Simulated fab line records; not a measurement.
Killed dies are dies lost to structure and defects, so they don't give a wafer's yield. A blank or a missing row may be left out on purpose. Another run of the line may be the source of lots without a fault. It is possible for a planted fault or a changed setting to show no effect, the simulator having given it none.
Comparing a struck lot with a sound one || flow sky130 || 14 out of 708 route steps
Sound: these wafers, L578.3, L578.4, L578.5. The struck wafers were L586.4, L586.5, L586.6. Last of all comes the cause.
Each step with rows lists, per side, the tool, then ch with its chambers, then its first start. Under that, the readings that differ: sound wafers || struck wafers || difference of the means || sigmas: that difference in standard deviations of wafers without a fault.
alike: readings with means less than 2 such deviations apart, plus words and numbers identical on both sides. not compared: withheld readings, readings lacking a value on some wafer, bounds such as >300 that could conceal the same value, and numbers that have no deviation in the record and whose values overlap.
The two part at a step that has a row with sigmas, a row that says differs or no value, or rows on one side only. Non-overlapping numbers with no deviation appear without sigmas and do not part them. A reading that every wafer of one side lacks parts them only if that side has two wafers or more.

SKY_METAL4_STRIP_19: strips in O2/N2.
  sound on plasmaAsher-04 ch 0,1, day 43 06:17; struck on plasmaAsher-03 ch 0,1, day 45 01:00
  alike: drypumpMotorCurrentA, oesProductAu, stripTimeToEndpointS
  not compared: rfHoursCounterH
then, 4 steps without rows for these wafers: SKY_METAL4_STRIP_20 (strips in post etch residue remover, time 1200 s); SKY_METAL4_CLEAN_21 (cleans in IPA, time 180 s); SKY_METAL4_CLEAN_22 (cleans in O3/DIW); SKY_VIA4_HDPCVD_00 (deposits SiO2, target thk 1750 nm, time 291.7 s).
SKY_VIA4_THK_MEAS_01:
  sound on filmMetro-04, day 43 07:02; struck on filmMetro-03, day 45 01:46
  alike: VIA4_HDPCVD_THK
SKY_VIA4_CMP_02: polishes SiO2.
  sound on cmp-02 ch 0,1,3, day 43 07:08; struck on cmp-02 ch 0,1, day 45 01:48
  alike: motorCurrentA
SKY_VIA4_BOW_MEAS_03:
  sound on filmMetro-01, day 43 07:25; struck on filmMetro-03, day 45 02:10
  alike: VIA4_BOW
then, 4 steps without rows for these wafers: SKY_VIA4_DEHYDRATE_04 (time 60 s); SKY_VIA4_HMDS_05 (prime time 60 s); SKY_VIA4_COAT_06 (resist thk 1140 nm); SKY_VIA4_SOFTBAKE_07 (time 60 s).
SKY_VIA4_EXPOSE_08: exposes mask VIM4, target cd 800 nm.
  struck on ilineStepper-01, day 45 13:18; sound on ilineStepper-01 ch 0, day 43 19:39
  no value came back on the struck wafers for exposureDoseMJCm2, focusOffsetNm (nm); on the sound wafers exposureDoseMJCm2 reads 132.09 132.00 131.88
  alike: mask
following that, these wafers have no rows for 1 step: SKY_VIA4_PEB_09.

## WHERE THEY PART
SKY_VIA4_EXPOSE_08 only, going by this record.

WHY: what the simulator had put in
Beginning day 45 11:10, the whole step at SKY_VIA4_EXPOSE_08 was skipped on ilineStepper-01. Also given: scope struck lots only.
